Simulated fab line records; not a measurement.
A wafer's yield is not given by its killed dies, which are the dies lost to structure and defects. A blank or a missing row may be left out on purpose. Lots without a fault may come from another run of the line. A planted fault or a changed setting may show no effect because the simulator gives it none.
2 desks, one fault -- flow sky130 -- each desk has only its own numbers; what lay behind them comes last

## THE TOOL OWNER'S DESK: lithoTrack-03
The tool's own readings at SKY_SONOS_TUNNEL_DEVELOP_06 (develop time 60 s): means of the sampled wafers that have a number, for each lot that ran on this tool. Any lot whose mean is over 4 standard deviations away from the usual mean is out of limits and marked OUT; that distance is given in the brackets.
Columns: A = chillPlateTempC at SKY_SONOS_TUNNEL_DEVELOP_06, usual 23.01 C; B = exhaustPa at SKY_SONOS_TUNNEL_DEVELOP_06, usual 45.0 Pa
lot,first seen here,A,B
L433,day 11 06:02,23.04,44.0
L435,day 12 00:11,22.93,46.5
L439,day 13 09:08,23.04,44.6
L444,day 15 00:27,23.03,45.6
L452,day 17 18:18,22.97,44.9
This desk's verdict: no lot among the 5 shows anything out of limits.

## THE METROLOGY DESK
Lot by lot, what the gauges showed, no matter which tool ran the lot: averages of those sampled wafers that carry a number. Any lot whose mean is over 4 standard deviations away from the usual mean is out of limits and marked OUT; that distance is given in the brackets.
Columns: A = SONOS_ONO_OXIDATION_THK at SKY_SONOS_ONO_THK_MEAS_01, usual 2.58 nm; B = SONOS_ONO_CVD_04_THK at SKY_SONOS_ONO_THK_MEAS_05, usual 5.75 nm; C = cdNm at SKY_SONOS_ONO_CD_MEAS_13, usual 409.7 nm
lot,first seen here,A,B,C
L433,day 11 08:28,2.65,5.68,412.9
L435,day 12 03:05,2.58,5.90,406.7
L436,day 12 15:38,2.52,5.84,408.6
L437,day 13 01:01,2.57,5.81,409.5
L439,day 13 12:49,2.58,5.74,411.5
L441,day 14 04:21,2.54,5.64,406.2
L442,day 14 10:17,2.59,5.88,407.2
L444,day 15 02:34,2.56,5.62,405.3
L445,day 16 00:47,2.54,5.89,413.7
L447,day 16 14:07,2.52,5.82,408.7
L452,day 17 20:27,2.62,5.74,410.3
L456,day 19 02:49,2.59,5.73,410.2
This desk's verdict: no lot among the 12 shows anything out of limits.

## ALL TOGETHER
The desk of the tool owner found nothing out of limits.
The metrology desk saw nothing out of limits.

## WHAT WAS PUT IN BY THE SIMULATOR
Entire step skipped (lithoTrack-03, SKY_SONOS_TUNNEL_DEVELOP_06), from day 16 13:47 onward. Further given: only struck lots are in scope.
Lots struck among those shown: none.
